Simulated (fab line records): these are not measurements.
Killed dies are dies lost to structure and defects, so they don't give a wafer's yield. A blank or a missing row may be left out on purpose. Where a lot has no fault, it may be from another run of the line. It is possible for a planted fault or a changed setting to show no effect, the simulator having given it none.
Comparing a struck lot with a sound one | flow sky130 | 19 steps out of a route of 708
Sound: wafers L723.2, L723.4, L723.5. Struck: wafer L739.3. (L739.5 of the same lot was not struck and is left out.) The cause comes at the end.
Each step with rows lists, per side, the tool, then ch with its chambers, then its first start. Under that, the readings that differ: sound wafers | struck wafers | difference of the means | sigmas: that difference in standard deviations of wafers without a fault.
alike: readings whose means differ by less than 2 such deviations, and words and numbers that are the same on both sides. not compared: withheld readings, readings that some wafer has no value for, bounds like >300 that may hide the same value, and numbers for which the record gives no deviation and whose values overlap.
A row with sigmas, a row that says differs or no value, or rows on one side alone: a step with any of these is where the two part. Numbers that don't overlap but have no deviation are shown without sigmas and don't part them. A reading that every wafer of one side lacks parts them only if that side has two wafers or more.

first, 1 step without rows for these wafers: SKY_POLY_CUT_DEVELOP_07 (develop time 60 s).
SKY_POLY_CUT_CD_MEAS_08: the cd target is 270 nm.
  sound on cdSem-02 at day 26 01:19; struck on cdSem-01 at day 30 18:49
reading   | sound             | struck | difference | sigmas
cdNm (nm) | 273.5 273.9 273.5 | 267.7  | -5.9       | -3
SKY_POLY_CUT_OVL_MEAS_09:
  sound on overlay-01 at day 26 01:26; struck on overlay-01 at day 30 18:54
  alike: POLY_CUT_OVL
SKY_POLY_CUT_ETCH_10: etches BARC in N2/H2, stops on SiO2, time 45.9 s, target depth 60 nm.
  sound on rieDiel-03 ch 2,3, day 26 01:28; struck on rieDiel-03 ch 3, day 30 18:55
reading                  | sound       | struck | difference | sigmas
drypumpMotorCurrentA (A) | 5.0 5.0 6.2 | 6.2    | +0.8       | +2
  alike: oesProductAu, rfFwdPowerW, throttleValvePct
  not compared: rfHoursCounterH
SKY_POLY_CUT_ETCH_11: etches Si3N4 in CF4/CH2F2/Ar, stops on poly-Si, time 42.5 s, target depth 60 nm.
  sound on rieDiel-03 ch 2,3, day 26 01:30; struck on rieDiel-03 ch 3, day 30 18:58
reading                  | sound             | struck | difference | sigmas
drypumpMotorCurrentA (A) | 5.0 5.0 6.3       | 6.2    | +0.8       | +2
rfFwdPowerW (W)          | 590.1 590.0 592.3 | 598.0  | +7.2       | +3
  alike: oesProductAu, throttleValvePct
  not compared: rfHoursCounterH
SKY_POLY_CUT_STRIP_12: strips in O2/N2.
  sound on plasmaAsher-02 ch 1, day 26 01:32; struck on plasmaAsher-04 ch 0, day 30 19:02
reading                  | sound       | struck | difference | sigmas
drypumpMotorCurrentA (A) | 5.5 5.5 5.5 | 6.6    | +1.1       | +2
  alike: oesProductAu, stripTimeToEndpointS
  not compared: rfHoursCounterH
then, 6 steps without rows for these wafers: SKY_SD_P_DEHYDRATE_00 (time 60 s); SKY_SD_P_HMDS_01 (prime time 60 s); SKY_SD_P_COAT_02 (resist thk 1140 nm); SKY_SD_P_SOFTBAKE_03 (time 60 s); SKY_SD_P_EXPOSE_04 (exposes mask PSDM, target cd 380 nm); SKY_SD_P_PEB_05.
SKY_SD_P_DEVELOP_06: develop time 60 s.
  sound on lithoTrack-02 ch 0, day 27 05:55; struck on lithoTrack-02 ch 0, day 31 21:53
  alike: exhaustPa, resistLineTempC
SKY_SD_P_OVL_MEAS_08:
  sound on overlay-01 at day 27 06:10; struck on overlay-02 at day 31 22:07
reading       | sound         | struck | difference | sigmas
SD_P_OVL (nm) | -0.9 0.0 -2.6 | 2.1    | +3.3       | +3
after that, 1 step had no rows for these wafers: SKY_SD_P_IMPLANT_09.
SKY_SD_P_STRIP_10: strips in O2/N2.
  sound on plasmaAsher-01 ch 0,1, day 27 06:21; struck on plasmaAsher-04 ch 1, day 31 22:20
  alike: drypumpMotorCurrentA, oesProductAu, stripTimeToEndpointS
  not compared: rfHoursCounterH
SKY_SD_P_TW_MEAS_11:
  sound on filmMetro-04 at day 27 06:28; struck on filmMetro-01 at day 31 22:25
reading | sound          | struck | difference | sigmas
SD_P_TW | 2837 2854 2843 | 30     | -2815      | -99 or more
then, 2 steps without rows for these wafers: SKY_RES_XHIGH_DEHYDRATE_00 (time 60 s); SKY_PAD_OPEN_PROBE_99.

## WHERE THEY PART
Last at SKY_SD_P_TW_MEAS_11 as far as this record goes, first at SKY_POLY_CUT_CD_MEAS_08.

WHY: what the simulator had put in
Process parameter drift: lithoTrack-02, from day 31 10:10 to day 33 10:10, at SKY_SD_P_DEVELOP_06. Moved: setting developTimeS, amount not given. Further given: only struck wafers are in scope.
